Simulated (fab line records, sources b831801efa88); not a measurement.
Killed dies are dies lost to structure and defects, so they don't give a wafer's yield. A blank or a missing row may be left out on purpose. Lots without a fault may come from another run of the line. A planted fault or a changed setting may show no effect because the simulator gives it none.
One fault seen from 2 desks | flow gf180mcu | each desk has only its own numbers; what lay behind them comes last

THE METROLOGY DESK
What the gauges read, lot by lot, whatever tool the lot ran on: means of the sampled wafers that have a number. A lot is out of limits, marked OUT, if its mean lies more than 4 standard deviations from the usual mean; the brackets give that distance.
Columns: A = cd_nm at GF_CONTACT_CD_MEAS_14, usual 219.9 nm
lot  | first seen here | A
L538 | day 15 22:49    | 221.1
L539 | day 16 16:44    | 220.7
L540 | day 16 19:41    | 219.0
L542 | day 17 16:35    | 220.9
L544 | day 18 08:21    | 221.5
L545 | day 19 00:20    | 221.3
L546 | day 19 03:17    | 221.9
L547 | day 19 12:26    | 216.3
L549 | day 20 08:53    | 218.2
L552 | day 21 10:44    | 219.3
L558 | day 23 09:28    | 220.0
This desk's finding: nothing out of limits on any of the 11 lots.

THE TOOL OWNER'S DESK: rie_diel-02
The tool's own readings at GF_STI_ETCH_13 (etches the open film in CHF3/O2, stops on Si, target depth 282.31 nm, time 112.9 s): means of the sampled wafers that have a number, for each lot that ran on this tool. A lot is out of limits, marked OUT, if its mean lies more than 4 standard deviations from the usual mean; the brackets give that distance.
Columns: A = chf3_flow_sccm at GF_STI_ETCH_13, usual 50.01 sccm; B = drypump_motor_current_A at GF_STI_ETCH_13, usual 5.9 A; C = oes_product_au at GF_STI_ETCH_13, usual 0.832 a.u.; D = run_length_s at GF_STI_ETCH_13, usual 141.1 s; E = throttle_valve_pct at GF_STI_ETCH_13, usual 8.811 %
lot  | first seen here | A     | B   | C               | D               | E
L545 | day 3 14:19     | 50.15 | 6.0 | 0.836           | 141.1           | 8.812
L546 | day 3 18:49     | 50.05 | 6.0 | 0.829           | 141.2           | 8.812
L552 | day 5 01:49     | 49.95 | 6.2 | 0.948 (+18) OUT | 101.8 (-91) OUT | 8.846 (+4.2) OUT
This desk's finding: out of limits on L552; first on L552, day 5 01:49 (oes_product_au at GF_STI_ETCH_13). In limits: L545, L546.

PUT TOGETHER
The tool owner's desk could have raised an alarm at day 5 01:49, on L552.
The metrology desk saw nothing out of limits.
The metrology desk has L552 on record, within its limits.
Of the lots named, all ran GF_STI_ETCH_13 on rie_diel-02.

WHAT THE SIMULATOR HAD PUT IN
Process parameter drift: rie_diel-02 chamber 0, from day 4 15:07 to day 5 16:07, at GF_STI_ETCH_13. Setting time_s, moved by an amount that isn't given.
Lots struck among those shown: L552.
Hours from the fault's start to each desk's first reading out of limits: the tool owner's desk, 11.
